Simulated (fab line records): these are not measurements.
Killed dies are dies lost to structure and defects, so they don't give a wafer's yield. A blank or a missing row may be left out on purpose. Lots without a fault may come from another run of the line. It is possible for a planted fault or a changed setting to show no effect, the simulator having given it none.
2 desks, one fault | flow gf180mcu | numbers are kept per desk, each desk with only its own; the story behind them comes last

== AT THE METROLOGY DESK ==
Lot by lot, what the gauges showed, no matter which tool ran the lot: averages of those sampled wafers that carry a number. A lot is out of limits, marked OUT, if its mean lies more than 4 standard deviations from the usual mean; the brackets give that distance.
Columns: A = M3_ALCU_RS at GF_M3_RS_MEAS_05, usual 0.0698 ohm/sq
lot  | first seen here | A
L527 | day 20 17:52    | 0.0692
L528 | day 20 23:41    | 0.0693
L531 | day 22 18:55    | 0.0692
L534 | day 23 12:25    | 0.0701
L533 | day 23 17:04    | 0.0706
L536 | day 24 16:03    | 0.0702
L538 | day 25 01:08    | 0.0704
L539 | day 25 02:07    | 0.0696
L540 | day 25 12:41    | 0.0692
L548 | day 27 21:07    | 0.0699
L550 | day 28 11:35    | 0.0696
L549 | day 28 13:17    | 0.0692
This desk found nothing out of limits on any of the 12 lots.

== AT THE TOOL OWNER'S DESK: cmp-01 ==
The tool's own readings at GF_V2_CMP_26 (polishes, stops on SiO2, t overpolish 15 s, target thk 0 nm): means of the sampled wafers that have a number, for each lot that ran on this tool. A lot is out of limits, marked OUT, if its mean lies more than 4 standard deviations from the usual mean; the brackets give that distance.
Columns: A = motorCurrentA at GF_V2_CMP_26, usual 11.1 A; B = overpolishRunS at GF_V2_CMP_26, usual 15.001 s; C = timeToEndpointS at GF_V2_CMP_26, usual 84 s
lot  | first seen here | A    | B                        | C
L527 | day 20 17:21    | 10.5 | 14.999                   | 82
L528 | day 20 23:13    | 10.3 | 14.998                   | 84
L531 | day 22 18:23    | 10.6 | 14.992                   | 84
L534 | day 23 11:52    | 11.0 | 14.996                   | 84
L533 | day 23 16:33    | 11.2 | 15.004                   | 84
L536 | day 24 15:32    | 11.2 | 14.999                   | 84
L538 | day 25 00:37    | 12.3 | 16.821 (+99 or more) OUT | 84
L539 | day 25 01:41    | 10.5 | 16.818 (+99 or more) OUT | 84
L540 | day 25 12:11    | 11.3 | 16.817 (+99 or more) OUT | 87
This desk's finding: out of limits on L538, L539, L540; first on L538, day 25 00:37 (overpolishRunS at GF_V2_CMP_26). L527, L528, L531, L534, L533, L536 stayed within limits.

== PUT TOGETHER ==
On L538, L539, L540, at day 25 00:37, an alarm was possible from the tool owner's desk.
At the metrology desk, nothing out of limits was observed.
The metrology desk holds a record of L538, L539, L540, inside its limits.
Every lot named ran GF_V2_CMP_26 on cmp-01.

== WHAT THE SIMULATOR HAD PUT IN ==
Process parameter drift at GF_V2_CMP_26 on cmp-01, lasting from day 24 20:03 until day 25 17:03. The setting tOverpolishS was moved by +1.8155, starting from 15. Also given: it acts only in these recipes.
Lots struck among those shown: L538, L539, L540.
Each desk's first reading out of limits, in hours after the fault started: the tool owner's desk, 5.
